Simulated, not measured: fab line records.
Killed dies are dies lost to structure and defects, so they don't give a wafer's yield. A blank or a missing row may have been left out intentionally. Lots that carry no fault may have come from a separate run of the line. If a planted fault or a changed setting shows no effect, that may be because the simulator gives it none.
Which tool did it?    flow sky130    15 lots, 45 wafers sampled, at 1 step of a route of 708

WHAT THE GAUGES READ, wafer by wafer
SKY_LDD_HVN_OVL_MEAS_07.
lot   measured      on          LDD_HVN_OVL (nm)
L283  day 20 06:07  overlay-02  0.3 -0.3 -0.9
L284  day 20 22:58  overlay-01  1.5 1.5 2.5
L288  day 22 15:13  overlay-01  0.4 0.0 0.2
L289  day 22 23:37  overlay-01  0.6 -1.2 -0.3
L291  day 23 10:52  overlay-02  -1.3 -1.3 -0.4
L290  day 23 11:01  overlay-01  -1.8 -1.0 -0.3
L295  day 25 00:39  overlay-02  -0.7 0.4 -0.4
L297  day 25 16:43  overlay-01  -0.3 -0.3 1.8
L298  day 26 05:25  overlay-02  3.7 2.3 3.5
L299  day 26 07:34  overlay-02  2.6 1.7 1.7
L301  day 27 04:01  overlay-01  0.5 0.7 2.1
L302  day 27 05:45  overlay-01  2.9 1.0 0.8
L304  day 28 09:07  overlay-01  -1.9 -1.6 -0.9
L305  day 28 15:37  overlay-02  1.8 2.1 -0.9
L306  day 29 01:42  overlay-01  1.6 0.0 -1.7

WHAT TOOL EACH LOT RAN ON (gives the tool, then ch and the chambers of the sampled wafers, and finally the start)
The record holds no process step before these readings.

AS READ BY THE TOOLS THEMSELVES (means over the sampled wafers that have a number; for cases with no such wafer, the mark the record gives instead)
The record holds no such reading with a usual standard deviation.

THE ANSWER, worked out from the rows above alone
Rule: the lots themselves supply what counts as usual. The widest of any qualifying gaps counts: lots, ordered by their means at a reading, are off when they make up no more than a third of the lots, leave a main group of 4 or more, and stand apart from it by 3 or more times the standard deviation of that group's means. A main group is skipped when, at the precision printed for the reading in the tables above, its means are all equal. Also off: a lot with no number at a reading for which 4 or more lots have one. Any other lot the step has rows for is counted as sound. After the gauges, taken in route order, come the tools' own readings; for these a lot's mean is taken, as printed above. At the first step where some lot is off, the reading lying furthest off is the one used; lots without a number count as furthest.
Nothing can be told from this: no lot is off at any reading shown.

WHAT THE SIMULATOR HAD PUT IN
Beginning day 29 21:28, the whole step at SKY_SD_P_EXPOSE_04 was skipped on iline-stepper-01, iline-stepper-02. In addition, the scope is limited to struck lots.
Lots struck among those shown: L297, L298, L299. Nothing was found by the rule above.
